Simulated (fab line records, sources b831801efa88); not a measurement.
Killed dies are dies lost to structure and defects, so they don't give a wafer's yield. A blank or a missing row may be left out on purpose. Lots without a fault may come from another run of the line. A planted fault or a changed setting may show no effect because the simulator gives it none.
Chamber matching | flow gf180mcu | GF_V1_ETCH_16 on rie_diel-04: 4 sister chambers
The step etches BARC in N2/H2. 18 wafers are shown with their chamber, then 9 later ones without.

WAFERS WITH THEIR CHAMBER
wafer  | chamber | drypump_motor_current_A (A) | oes_product_au (a.u.) | throttle_valve_pct (%)
L074.4 | 2       | 5.5                         | 0.862                 | 13.224
L074.5 | 1       | 5.5                         | 0.860                 | 13.221
L074.6 | 0       | 6.7                         | 0.852                 | 13.245
L081.1 | 0       | 6.7                         | 0.857                 | 13.244
L081.2 | 1       | 5.5                         | 0.858                 | 13.215
L081.4 | 3       | 5.5                         | 0.860                 | 13.218
L082.1 | 0       | 6.7                         | 0.851                 | 13.225
L082.3 | 3       | 5.5                         | 0.850                 | 13.209
L082.6 | 0       | 6.7                         | 0.859                 | 13.217
L083.2 | 0       | 6.7                         | 0.854                 | 13.228
L083.5 | 2       | 5.5                         | 0.856                 | 13.226
L083.6 | 0       | 6.7                         | 0.847                 | 13.222
L084.2 | 2       | 5.5                         | 0.850                 | 13.222
L084.4 | 2       | 5.4                         | 0.856                 | 13.218
L084.6 | 2       | 5.5                         | 0.855                 | 13.209
L085.1 | 2       | 5.5                         | 0.861                 | 13.237
L085.4 | 3       | 5.5                         | 0.869                 | 13.230
L085.6 | 3       | 5.5                         | 0.855                 | 13.244

SIGNATURES (means of the wafers above)
reading                 | chamber 0 | chamber 1 | chamber 2 | chamber 3 | scatter within a chamber
drypump_motor_current_A | 6.700     | 5.500     | 5.483     | 5.500     | 0.0244
oes_product_au          | 0.85333   | 0.85900   | 0.85667   | 0.85850   | 0.00526
throttle_valve_pct      | 13.23017  | 13.21800  | 13.22267  | 13.22525  | 0.0114
Rule: a wafer's distance from a chamber is the root of the sum, over the readings, of the square of ((its reading less the chamber's mean) divided by the reading's scatter). The wafer belongs to the nearest chamber; if the next one is less than 2 further off, it can't be placed. The scatter: the root of (the sum of the squares of (reading less its chamber's mean) over the shown wafers, divided by (wafers less chambers)).

WAFERS WITHOUT THEIR CHAMBER
wafer  | drypump_motor_current_A (A) | oes_product_au (a.u.) | throttle_valve_pct (%)
L087.1 | 5.5                         | 0.850                 | 13.225
L087.4 | 5.5                         | 0.855                 | 13.227
L087.5 | 6.7                         | 0.861                 | 13.226
L092.2 | 5.5                         | 0.861                 | 13.224
L092.3 | 6.8                         | 0.854                 | 13.234
L092.4 | 5.5                         | 0.854                 | 13.232
L093.1 | 5.5                         | 0.852                 | 13.217
L093.3 | 5.5                         | 0.856                 | 13.223
L093.5 | 5.5                         | 0.854                 | 13.227

WHICH CHAMBER EACH WENT THROUGH
wafer  | from the rows above          | in truth
L087.1 | can't be placed: 2 or 3 or 1 | 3
L087.4 | can't be placed: 3 or 2 or 1 | 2
L087.5 | 0                            | 0
L092.2 | can't be placed: 3 or 1 or 2 | 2
L092.3 | 0                            | 0
L092.4 | can't be placed: 3 or 2 or 1 | 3
L093.1 | can't be placed: 2 or 1 or 3 | 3
L093.3 | can't be placed: 3 or 2 or 1 | 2
L093.5 | can't be placed: 3 or 2 or 1 | 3
Placed correctly: 2 of 9. Can't be placed from these rows: 7 (the true chamber is among the candidates in 7). Placed wrongly: 0.
